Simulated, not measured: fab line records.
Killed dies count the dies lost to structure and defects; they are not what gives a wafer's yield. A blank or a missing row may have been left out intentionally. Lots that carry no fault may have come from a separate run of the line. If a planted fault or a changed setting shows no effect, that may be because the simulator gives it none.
What tool caused it? :: flow sky130 :: 36 wafers from 12 lots sampled at 5 of the route's 708 steps

## WHAT EACH GAUGE READ, for each wafer
SKY_LDD_HVN_TW_MEAS_10.
lot: L950
measured: day 21 18:13
on: film-metro-02
LDD_HVN_TW: 1447 1454 1455

lot: L951
measured: day 21 23:56
on: film-metro-02
LDD_HVN_TW: 1454 1453 1456

lot: L952
measured: day 22 14:30
on: film-metro-03
LDD_HVN_TW: 1436 1433 1434

lot: L955
measured: day 23 06:22
on: film-metro-01
LDD_HVN_TW: 1437 1427 1433

lot: L957
measured: day 24 01:57
on: film-metro-03
LDD_HVN_TW: 1442 1437 1432

lot: L959
measured: day 24 18:35
on: film-metro-01
LDD_HVN_TW: 1440 1441 1442

lot: L963
measured: day 26 17:27
on: film-metro-03
LDD_HVN_TW: 1417 1423 1414

lot: L964
measured: day 26 20:12
on: film-metro-03
LDD_HVN_TW: 1425 1423 1425

lot: L965
measured: day 27 02:37
on: film-metro-01
LDD_HVN_TW: 1433 1435 1431

lot: L967
measured: day 27 08:42
on: film-metro-03
LDD_HVN_TW: 1435 1427 1429

lot: L969
measured: day 28 05:04
on: film-metro-03
LDD_HVN_TW: 1417 1430 1432

lot: L970
measured: day 28 11:54
on: film-metro-01
LDD_HVN_TW: 1446 1439 1440

SKY_POLY_CUT_CD_MEAS_08: target cd 270 nm.
lot: L950
measured: day 25 13:50
on: cd-sem-01
cd-nm (nm): 268.5 269.8 268.9

lot: L951
measured: day 25 19:32
on: cd-sem-02
cd-nm (nm): 272.4 270.8 270.7

lot: L952
measured: day 26 10:50
on: cd-sem-02
cd-nm (nm): 271.4 270.1 271.3

lot: L955
measured: day 27 00:50
on: cd-sem-02
cd-nm (nm): 267.4 267.0 268.6

lot: L957
measured: day 27 21:02
on: cd-sem-02
cd-nm (nm): 271.7 273.2 272.1

lot: L959
measured: day 28 11:18
on: cd-sem-01
cd-nm (nm): 269.7 269.8 270.0

lot: L963
measured: day 30 09:27
on: cd-sem-02
cd-nm (nm): 271.0 270.5 270.9

lot: L964
measured: day 30 12:22
on: cd-sem-01
cd-nm (nm): 271.0 272.3 271.3

lot: L965
measured: day 30 17:44
on: cd-sem-01
cd-nm (nm): 268.0 269.2 268.4

lot: L967
measured: day 30 23:35
on: cd-sem-01
cd-nm (nm): 270.5 270.8 271.8

lot: L969
measured: day 31 19:22
on: cd-sem-02
cd-nm (nm): 269.2 271.5 269.2

lot: L970
measured: day 32 01:13
on: cd-sem-02
cd-nm (nm): 270.9 270.3 270.9

SKY_LI_CONTACT_BOW_MEAS_03.
lot: L950
measured: day 29 04:52
on: film-metro-02
LI_CONTACT_BOW (um): 69 62 59

lot: L951
measured: day 29 11:14
on: film-metro-02
LI_CONTACT_BOW (um): 50 59 60

lot: L952
measured: day 30 02:05
on: film-metro-01
LI_CONTACT_BOW (um): 60 60 58

lot: L955
measured: day 30 15:48
on: film-metro-02
LI_CONTACT_BOW (um): 57 55 56

lot: L957
measured: day 31 10:49
on: film-metro-01
LI_CONTACT_BOW (um): 69 47 67

lot: L959
measured: day 32 00:44
on: film-metro-02
LI_CONTACT_BOW (um): 44 64 48

lot: L963
measured: day 33 20:47
on: film-metro-03
LI_CONTACT_BOW (um): 59 64 62

lot: L964
measured: day 33 23:35
on: film-metro-02
LI_CONTACT_BOW (um): 46 51 52

lot: L965
measured: day 34 04:31
on: film-metro-03
LI_CONTACT_BOW (um): 56 54 61

lot: L967
measured: day 34 10:14
on: film-metro-01
LI_CONTACT_BOW (um): 64 41 57

lot: L969
measured: day 35 05:34
on: film-metro-03
LI_CONTACT_BOW (um): 37 43 58

lot: L970
measured: day 35 11:05
on: film-metro-03
LI_CONTACT_BOW (um): 60 48 47

SKY_CONTACT_THK_MEAS_01.
lot: L950
measured: day 31 14:32
on: film-metro-04
CONTACT_CVD_00_THK (nm): 74.7 75.4 75.5

lot: L951
measured: day 31 20:46
on: film-metro-04
CONTACT_CVD_00_THK (nm): 73.9 73.5 74.7

lot: L952
measured: day 32 11:22
on: film-metro-04
CONTACT_CVD_00_THK (nm): 74.8 74.1 76.6

lot: L955
measured: day 33 01:04
on: film-metro-02
CONTACT_CVD_00_THK (nm): 74.1 75.9 50.4

lot: L957
measured: day 33 18:31
on: film-metro-04
CONTACT_CVD_00_THK (nm): 49.7 49.5 50.8

lot: L959
measured: day 34 08:31
on: film-metro-01
CONTACT_CVD_00_THK (nm): 75.1 74.2 75.0

lot: L963
measured: day 36 03:19
on: film-metro-02
CONTACT_CVD_00_THK (nm): 74.7 75.4 74.8

lot: L964
measured: day 36 06:37
on: film-metro-02
CONTACT_CVD_00_THK (nm): 73.7 74.9 75.1

lot: L965
measured: day 36 11:13
on: film-metro-04
CONTACT_CVD_00_THK (nm): 73.9 75.6 76.1

lot: L967
measured: day 36 17:59
on: film-metro-04
CONTACT_CVD_00_THK (nm): 74.2 74.6 75.5

lot: L969
measured: day 37 12:41
on: film-metro-02
CONTACT_CVD_00_THK (nm): 74.2 75.0 76.3

lot: L970
measured: day 37 17:31
on: film-metro-01
CONTACT_CVD_00_THK (nm): 72.9 75.4 74.4

## WHICH TOOL RAN EACH LOT (tool, then ch and the chambers of the sampled wafers, then the start)
lot: L950
SKY_CONTACT_CVD_00: pecvd-03 ch 0,2, day 31 14:29

lot: L951
SKY_CONTACT_CVD_00: pecvd-02 ch 0,2, day 31 20:44

lot: L952
SKY_CONTACT_CVD_00: pecvd-02 ch 0,1,2, day 32 11:20

lot: L955
SKY_CONTACT_CVD_00: pecvd-03 ch 0,1,2, day 33 01:02

lot: L957
SKY_CONTACT_CVD_00: pecvd-03 ch 1,2, day 33 18:29

lot: L959
SKY_CONTACT_CVD_00: pecvd-02 ch 0,2, day 34 08:29

lot: L963
SKY_CONTACT_CVD_00: pecvd-04 ch 0,1,2, day 36 03:17

lot: L964
SKY_CONTACT_CVD_00: pecvd-02 ch 0,2, day 36 06:34

lot: L965
SKY_CONTACT_CVD_00: pecvd-03 ch 0,2, day 36 11:10

lot: L967
SKY_CONTACT_CVD_00: pecvd-03 ch 1,2, day 36 17:56

lot: L969
SKY_CONTACT_CVD_00: pecvd-04 ch 0,1, day 37 12:39

lot: L970
SKY_CONTACT_CVD_00: pecvd-04 ch 0,2, day 37 17:28
- SKY_CONTACT_CVD_00: deposits Si3N4, target thk 75 nm.

## AS READ BY THE TOOLS THEMSELVES (means over the sampled wafers that have a number; for cases with no such wafer, the mark the record gives instead)
SKY_CONTACT_CVD_00.
lot: L950
tool: pecvd-03
heater-power-w (W): 849

lot: L951
tool: pecvd-02
heater-power-w (W): 673

lot: L952
tool: pecvd-02
heater-power-w (W): 672

lot: L955
tool: pecvd-03
heater-power-w (W): 877

lot: L957
tool: pecvd-03
heater-power-w (W): 840

lot: L959
tool: pecvd-02
heater-power-w (W): 631

lot: L963
tool: pecvd-04
heater-power-w (W): 709

lot: L964
tool: pecvd-02
heater-power-w (W): 654

lot: L965
tool: pecvd-03
heater-power-w (W): 879

lot: L967
tool: pecvd-03
heater-power-w (W): 811

lot: L969
tool: pecvd-04
heater-power-w (W): 714

lot: L970
tool: pecvd-04
heater-power-w (W): 718

## THE ANSWER, worked out from the rows above alone
Rule: usual is defined by the lots themselves. The widest of any qualifying gaps counts: lots, ordered by their means at a reading, are off when they make up no more than a third of the lots, leave a main group of 4 or more, and stand apart from it by 3 or more times the standard deviation of that group's means. If all means in a main group match to the digits the tables above print for the reading, that group is not used. A lot without any number at a reading at which 4 lots or more have one is off too. All remaining lots with rows at the step are treated as sound. Order of review: gauges by route order, followed by the tools' own readings, for which a lot's mean as printed above is used. At the first step where some lot is off, the reading lying furthest off is the one used; lots without a number count as furthest.
Off: at SKY_CONTACT_THK_MEAS_01 (CONTACT_CVD_00_THK), L955, L957. The main group: mean 74.8 nm, standard deviation 0.4.
A tool fits if, at a process step before that reading, it ran every lot that is off, and no sound lot after the first of them. Gauges at SKY_CONTACT_THK_MEAS_01: tried the same way as those tools. Of those tried, none fits.

## WHAT THE SIMULATOR HAD PUT IN
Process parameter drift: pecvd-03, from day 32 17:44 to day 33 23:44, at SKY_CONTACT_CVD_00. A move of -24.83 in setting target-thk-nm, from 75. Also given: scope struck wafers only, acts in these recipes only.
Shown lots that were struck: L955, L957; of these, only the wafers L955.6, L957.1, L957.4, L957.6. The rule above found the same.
